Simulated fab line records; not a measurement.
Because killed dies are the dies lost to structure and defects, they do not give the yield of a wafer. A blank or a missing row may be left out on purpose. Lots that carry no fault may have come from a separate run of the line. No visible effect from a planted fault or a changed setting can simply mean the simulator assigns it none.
fab line records + flow sky130
[record]
- lots = 14
- wafers = 42
- last_day = 50
route steps=708 shown VT_ADJUST_PCH@145 SONOS_TUNNEL@166
lots untouched by any fault: they come from a run of this same line in which no faults occurred
start_h: start of the lot's first displayed wafer, in hours after the record's first day + wait_h: how many hours have passed since the lot's step before this one + " unchanged from the row above + L1.1+2: one row covering several wafers at once + - no value, or no start given + * or withheld: withheld + < > ~ a bound
route shown NAME@n: names a module that has steps shown in the file, with the first one's number in the route + usual: average and standard deviation across the fault-free wafers + same: alike in all rows + chamber/n: place in a boat + sites: per-site readings + _std_site: the standard deviation of these + _edge_site: inner sites' mean taken away from outer sites' mean + radius_mm: for every site, how far away it sits from the centre of the wafer + mask NAME#n: copy n + behind: the last tool/chamber to shape the wafer + hold: why the lot went on hold/how many hours it stayed there/how the hold came to an end + device: transistor that didn't switch, given as n, p or np + end of line: tests of these same wafers at the route's end + where a step has no rows: the recipe by itself + killed: dies lost to structure and defects at the first sort, not the wafer's yield + map: shows each die of a wafer: x if killed, . if not, _ if none is there
set.NAME: the setting that was run; set.NAME@STEP: the one run at that earlier step + model.NAME: the simulator's own value behind a step, which no gauge read
the route's steps for a sample of lots (tables are steps, rows are wafers)
[[steps]]
[step SKY_VT_ADJUST_PCH_COAT_02]
[recipe]
- spin_rpm = 2000
- resist_thk_nm = 3000
[usual]
- chill_plate_temp_C = 22.98/0.11
- dispense_pressure_kPa = 50.5/0.63
| lot.wafer | tool           | chamber | start_h | wait_h | chill_plate_temp_C | dispense_pressure_kPa |
|-----------|----------------|---------|---------|--------|--------------------|-----------------------|
| L370.1    | litho_track-04 | 0       | 239.39  | 0.1    | 23.25              | 50.2                  |
| L370.3    | "              | 0       | "       | "      | 23.13              | 50.2                  |
| L370.5    | "              | 0       | "       | "      | 23.01              | 50.1                  |
| L371.2    | litho_track-04 | 0       | 242.82  | 0.1    | 22.94              | 50.1                  |
| L371.3    | "              | 0       | "       | "      | 23.10              | 50.1                  |
| L371.5    | "              | 0       | "       | "      | 22.88              | 50.2                  |
| L372.1    | litho_track-01 | 0       | 245.84  | 0.1    | 22.92              | 50.1                  |
| L372.2    | "              | 0       | "       | "      | 22.85              | 50.1                  |
| L372.6    | "              | 0       | "       | "      | 22.93              | 50.1                  |
| L375.1    | litho_track-04 | -       | 272.79  | 0.1    | -                  | -                     |
| L375.3    | "              | -       | "       | "      | -                  | -                     |
| L375.6    | "              | -       | "       | "      | -                  | -                     |
| L376.1    | litho_track-01 | -       | 276.29  | 0.1    | -                  | -                     |
| L376.3    | "              | -       | "       | "      | -                  | -                     |
| L376.4    | "              | -       | "       | "      | -                  | -                     |
| L380.1    | litho_track-02 | 0       | 304.05  | 0.1    | 23.08              | 51.5                  |
| L380.3    | "              | 0       | "       | "      | 23.06              | 51.5                  |
| L380.6    | "              | 0       | "       | "      | 23.06              | 51.5                  |
| L381.3    | litho_track-04 | 0       | 310.09  | 0.1    | 23.01              | 50.2                  |
| L381.4    | "              | 0       | "       | "      | 22.94              | 50.2                  |
| L381.5    | "              | 0       | "       | "      | 23.10              | 50.1                  |
| L382.2    | litho_track-04 | 0       | 315.02  | 0.1    | 22.78              | 50.1                  |
| L382.4    | "              | 0       | "       | "      | 22.76              | 50.1                  |
| L382.5    | "              | 0       | "       | "      | 22.77              | 50.1                  |
| L383.3    | litho_track-04 | 0       | 323.54  | 0.1    | 22.80              | 50.1                  |
| L383.4    | "              | 0       | "       | "      | 23.07              | 50.1                  |
| L383.6    | "              | 0       | "       | "      | 23.04              | 50.1                  |
| L384.2    | litho_track-04 | 0       | 330.67  | 0.1    | 22.99              | 50.1                  |
| L384.4    | "              | 0       | "       | "      | 22.89              | 50.1                  |
| L384.5    | "              | 0       | "       | "      | 22.94              | 50.1                  |
| L385.1    | litho_track-04 | 0       | 336.94  | 0.1    | 22.97              | 50.2                  |
| L385.2    | "              | 0       | "       | "      | 22.83              | 50.1                  |
| L385.3    | "              | 0       | "       | "      | 23.05              | 50.1                  |
| L389.1    | litho_track-02 | 0       | 393.15  | 0.1    | 23.04              | 51.5                  |
| L389.4    | "              | 0       | "       | "      | 22.91              | 51.5                  |
| L389.6    | "              | 0       | "       | "      | 23.09              | 51.5                  |
| L390.2    | litho_track-01 | 0       | 398.21  | 0.1    | 22.82              | 50.1                  |
| L390.4    | "              | 0       | "       | "      | 22.94              | 50.1                  |
| L390.6    | "              | 0       | "       | "      | 22.85              | 50.1                  |
| L391.2    | litho_track-01 | 0       | 400.76  | 0.1    | 22.96              | 50.1                  |
| L391.4    | "              | 0       | "       | "      | 23.14              | 50.1                  |
| L391.5    | "              | 0       | "       | "      | 23.15              | 50.0                  |
[step SKY_VT_ADJUST_PCH_OVL_MEAS_07]
[usual]
- VT_ADJUST_PCH_OVL = -0.2/1.5
| lot.wafer | tool       | chamber | start_h | wait_h | VT_ADJUST_PCH_OVL[nm] |
|-----------|------------|---------|---------|--------|-----------------------|
| L370.1    | overlay-01 | -       | 251.55  | -      | -1.6                  |
| L370.3    | "          | -       | "       | "      | -0.6                  |
| L370.5    | "          | -       | "       | "      | -1.0                  |
| L371.2    | overlay-02 | -       | 255.21  | -      | -0.6                  |
| L371.3    | "          | -       | "       | "      | 1.7                   |
| L371.5    | "          | -       | "       | "      | 0.6                   |
| L372.1    | overlay-01 | -       | 257.59  | -      | 0.3                   |
| L372.2    | "          | -       | "       | "      | -1.0                  |
| L372.6    | "          | -       | "       | "      | -0.6                  |
| L375.1    | overlay-01 | -       | 285.89  | -      | -                     |
| L375.3    | "          | -       | "       | "      | -                     |
| L375.6    | "          | -       | "       | "      | -                     |
| L376.1    | overlay-02 | -       | 289.19  | -      | -                     |
| L376.3    | "          | -       | "       | "      | -                     |
| L376.4    | "          | -       | "       | "      | -                     |
| L380.1    | overlay-01 | -       | 317.79  | -      | -1.9                  |
| L380.3    | "          | -       | "       | "      | -0.7                  |
| L380.6    | "          | -       | "       | "      | -1.0                  |
| L381.3    | overlay-01 | -       | 322.61  | -      | -0.5                  |
| L381.4    | "          | -       | "       | "      | 0.8                   |
| L381.5    | "          | -       | "       | "      | 0.1                   |
| L382.2    | overlay-01 | -       | 328.20  | -      | 0.4                   |
| L382.4    | "          | -       | "       | "      | 0.8                   |
| L382.5    | "          | -       | "       | "      | 0.6                   |
| L383.3    | overlay-01 | -       | 337.17  | -      | -2.6                  |
| L383.4    | "          | -       | "       | "      | -3.7                  |
| L383.6    | "          | -       | "       | "      | -1.4                  |
| L384.2    | overlay-02 | -       | 344.20  | -      | 1.1                   |
| L384.4    | "          | -       | "       | "      | 0.5                   |
| L384.5    | "          | -       | "       | "      | 0.6                   |
| L385.1    | overlay-02 | -       | 350.59  | -      | 1.7                   |
| L385.2    | "          | -       | "       | "      | 1.8                   |
| L385.3    | "          | -       | "       | "      | 2.4                   |
| L389.1    | overlay-02 | -       | 408.30  | -      | 2.3                   |
| L389.4    | "          | -       | "       | "      | 1.2                   |
| L389.6    | "          | -       | "       | "      | 1.4                   |
| L390.2    | overlay-01 | -       | 413.49  | -      | -3.1                  |
| L390.4    | "          | -       | "       | "      | -3.3                  |
| L390.6    | "          | -       | "       | "      | -3.3                  |
| L391.2    | overlay-02 | -       | 416.10  | -      | -0.8                  |
| L391.4    | "          | -       | "       | "      | -2.0                  |
| L391.5    | "          | -       | "       | "      | -1.1                  |
[step SKY_SONOS_TUNNEL_TW_MEAS_12]
[usual]
- SONOS_TUNNEL_TW = 194.9/2.1
| lot.wafer | tool          | chamber | start_h | wait_h | hold                     | SONOS_TUNNEL_TW |
|-----------|---------------|---------|---------|--------|--------------------------|-----------------|
| L370.1    | film_metro-04 | -       | 276.43  | 0.0    | -                        | 193.5           |
| L370.3    | "             | -       | "       | "      | -                        | 193.2           |
| L370.5    | "             | -       | "       | "      | -                        | 192.0           |
| L371.2    | film_metro-04 | -       | 280.99  | 0.0    | -                        | 193.5           |
| L371.3    | "             | -       | "       | "      | -                        | 192.7           |
| L371.5    | "             | -       | "       | "      | -                        | 192.9           |
| L372.1    | film_metro-03 | -       | 283.47  | 0.0    | -                        | 197.4           |
| L372.2    | "             | -       | "       | "      | -                        | 196.3           |
| L372.6    | "             | -       | "       | "      | -                        | 196.7           |
| L375.1    | film_metro-04 | -       | 312.28  | 0.0    | await_dispo/0.2h/release | 209.6           |
| L375.3    | "             | -       | "       | "      | await_dispo/0.2h/release | 208.2           |
| L375.6    | "             | -       | "       | "      | await_dispo/0.2h/release | 208.3           |
| L375.1    | film_metro-04 | -       | 312.50  | 0.2    | -                        | 208.6           |
| L375.3    | "             | -       | "       | "      | -                        | 208.9           |
| L375.6    | "             | -       | "       | "      | -                        | 209.7           |
| L376.1    | film_metro-04 | -       | 316.02  | 0.0    | await_dispo/0.2h/release | 207.7           |
| L376.3    | "             | -       | "       | "      | await_dispo/0.2h/release | 207.0           |
| L376.4    | "             | -       | "       | "      | await_dispo/0.2h/release | 208.4           |
| L376.1    | film_metro-04 | -       | 316.25  | 0.2    | -                        | 208.8           |
| L376.3    | "             | -       | "       | "      | -                        | 208.4           |
| L376.4    | "             | -       | "       | "      | -                        | 207.4           |
| L380.1    | film_metro-04 | -       | 344.14  | 0.0    | -                        | 192.8           |
| L380.3    | "             | -       | "       | "      | -                        | 193.0           |
| L380.6    | "             | -       | "       | "      | -                        | 193.7           |
| L381.3    | film_metro-03 | -       | 350.09  | 0.0    | -                        | 195.8           |
| L381.4    | "             | -       | "       | "      | -                        | 196.4           |
| L381.5    | "             | -       | "       | "      | -                        | 195.3           |
| L382.2    | film_metro-02 | -       | 356.50  | 0.0    | -                        | 194.7           |
| L382.4    | "             | -       | "       | "      | -                        | 195.1           |
| L382.5    | "             | -       | "       | "      | -                        | 194.2           |
| L383.3    | film_metro-03 | -       | 365.64  | 0.0    | -                        | 197.8           |
| L383.4    | "             | -       | "       | "      | -                        | 198.6           |
| L383.6    | "             | -       | "       | "      | -                        | 197.3           |
| L384.2    | film_metro-03 | -       | 372.69  | 0.0    | -                        | 198.4           |
| L384.4    | "             | -       | "       | "      | -                        | 198.0           |
| L384.5    | "             | -       | "       | "      | -                        | 198.0           |
| L385.1    | film_metro-03 | -       | 378.72  | 0.0    | -                        | 198.6           |
| L385.2    | "             | -       | "       | "      | -                        | 197.6           |
| L385.3    | "             | -       | "       | "      | -                        | 198.3           |
| L389.1    | film_metro-03 | -       | 440.46  | 0.0    | -                        | 197.4           |
| L389.4    | "             | -       | "       | "      | -                        | 197.0           |
| L389.6    | "             | -       | "       | "      | -                        | 198.8           |
| L390.2    | film_metro-04 | -       | 445.53  | 0.0    | -                        | 193.7           |
| L390.4    | "             | -       | "       | "      | -                        | 193.7           |
| L390.6    | "             | -       | "       | "      | -                        | 192.9           |
| L391.2    | film_metro-04 | -       | 447.81  | 0.0    | -                        | 192.7           |
| L391.4    | "             | -       | "       | "      | -                        | 193.0           |
| L391.5    | "             | -       | "       | "      | -                        | 193.4           |
[[key]]
[first_sign]
- step = SKY_VT_ADJUST_PCH_COAT_02
- reading = tool_record
- direction = missing
[effect]
- step = SKY_VT_ADJUST_PCH_OVL_MEAS_07
- reading = VT_ADJUST_PCH_OVL
- direction = missing
[effect]
- step = SKY_SONOS_TUNNEL_TW_MEAS_12
- reading = visit
- direction = added
[effect]
- step = SKY_SONOS_TUNNEL_TW_MEAS_12
- reading = SONOS_TUNNEL_TW
- direction = up
- sigmas = 6.4
- usual = 194.9
- struck = 208.2
met_at SKY_VT_ADJUST_PCH_COAT_02
struck_lots L375,L376
sort_left_out L375.1,L375.3,L375.6,L376.1,L376.3,L376.4
tester_left_out L375,L376
onset_between 245.84 272.79
[fault]
- kind = skipped_step_whole
- tool = litho_track-01,litho_track-04
- chamber = -
- onset_h = 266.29
- steps = SKY_VT_ADJUST_PCH_COAT_02
- scope = struck_lots_only
// tester_left_out: of these lots the tester's yield and bins aren't shown, on N5 and GAA mostly nor the transistor test; their killed dies are dies lost to structure and defects alone, not to doping, threshold or leakage, so they don't give the yield
// sort_left_out: the simulated sort isn't trusted on such a fault, so these wafers' sort isn't shown, and their yield isn't known
